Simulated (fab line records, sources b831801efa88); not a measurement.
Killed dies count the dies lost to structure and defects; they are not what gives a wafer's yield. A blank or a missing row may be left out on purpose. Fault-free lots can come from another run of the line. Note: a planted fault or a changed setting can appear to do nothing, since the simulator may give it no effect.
8D (eight disciplines) problem report, filled in by code | flow sky130 | the parts of the form that need people (team, actions taken, sign-off) are left out

1. PROBLEM STATEMENT
Wafers free of any fault read 212.7 (standard deviation 1.6) for VT_ADJUST_HVTR_TW at SKY_VT_ADJUST_HVTR_TW_MEAS_11, against a mean of 184.6 on 6 wafers of 2 lots. Measured from the usual mean, that is -18 standard deviations.
First seen on wafer L785.2, day 14 17:23, on filmMetro-01. At this step, 36 wafers from 12 lots have a number in the record. The rule behind "out" and "out of limits": a value lying over 4 standard deviations away from the usual mean. The rest of the wafers with a number are treated as sound.

2. WHAT IT IS AND WHAT IT IS NOT
question                    | is                         | is not
which readings at this step | VT_ADJUST_HVTR_TW          | -
which lots                  | L785, L786                 | L769, L772, L773, L774, L776, L779, L787, L788, L790, L791
which wafers of those lots  | all that have a number     | -
read on which gauges        | filmMetro-01, filmMetro-03 | filmMetro-04
when                        | from day 14 17:23          | up to then (18 sound wafers); but 12 sound wafers of L787, L788, L790, L791 came after

3. THE SUSPECTS, EACH WITH WHAT RULES IT OUT
Counting: any tool at a process step up to the reading is kept as a suspect provided that every lot that is out went through it and no sound lot did after the first of them.
- the gauge at SKY_VT_ADJUST_HVTR_TW_MEAS_11: ruled out. 2 gauges (filmMetro-01, filmMetro-03) read the wafers that are out.
- implanter-04 at SKY_VT_ADJUST_HVTR_IMPLANT_09: kept. Every lot that is out went through it, starting with L785 (day 14 17:10), and after that it ran no sound lot; the last sound lot it ran before then is L779 (day 12 17:34). Its own readings are out on those wafers: doseIonsCm2, faradayCurrentUA.
Left after counting: implanter-04 at SKY_VT_ADJUST_HVTR_IMPLANT_09.

4. THE CAUSE (what the simulator had put in)
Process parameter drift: implanter-04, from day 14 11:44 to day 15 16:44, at SKY_VT_ADJUST_HVTR_IMPLANT_09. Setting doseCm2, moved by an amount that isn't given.
Only this tool survived the counting.

5. SEQUENCE OF EFFECTS, ordered by route
One row per reading whose mean, taken over the struck wafers that have a number, lies over 3 standard deviations from the usual. Only readings for which the record gives a usual standard deviation are gone through. hours: the time from each lot's start at the first step in this table that gives one to its start at this step, as a median over the lots. sigmas: the change in usual standard deviations.
hours | step                          | reading           | usual   | on struck wafers | change   | sigmas
0     | SKY_VT_ADJUST_HVTR_IMPLANT_09 | doseIonsCm2       | 2.1e+12 | 1.3e+12          | -8.1e+11 | -99 or more
0     | SKY_VT_ADJUST_HVTR_IMPLANT_09 | faradayCurrentUA  | 11.85   | 7.37             | -4.48    | -19
0     | SKY_VT_ADJUST_HVTR_TW_MEAS_11 | VT_ADJUST_HVTR_TW | 212.7   | 184.6            | -28.1    | -18
Its process steps:
- SKY_VT_ADJUST_HVTR_IMPLANT_09
Later measuring or inspecting steps at which every struck wafer that the step has a row for has a number for every such reading, and none has moved that far: SKY_VT_ADJUST_PCH_OVL_MEAS_07.

6. WHAT WOULD HAVE CAUGHT IT SOONER
In this record the first reading out of limits at a measuring or inspecting step was taken at day 14 17:23, 6 hours after the fault began at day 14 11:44.
At SKY_VT_ADJUST_HVTR_IMPLANT_09, the tool's own readings (doseIonsCm2, faradayCurrentUA) were out on each struck wafer the step has a row for, so an alarm limit on them would have fired on the first such wafer.
L786, from the lots that are out (2), started SKY_VT_ADJUST_HVTR_IMPLANT_09 on implanter-04 later than day 14 17:23. Holding the tool at that time would have saved it.
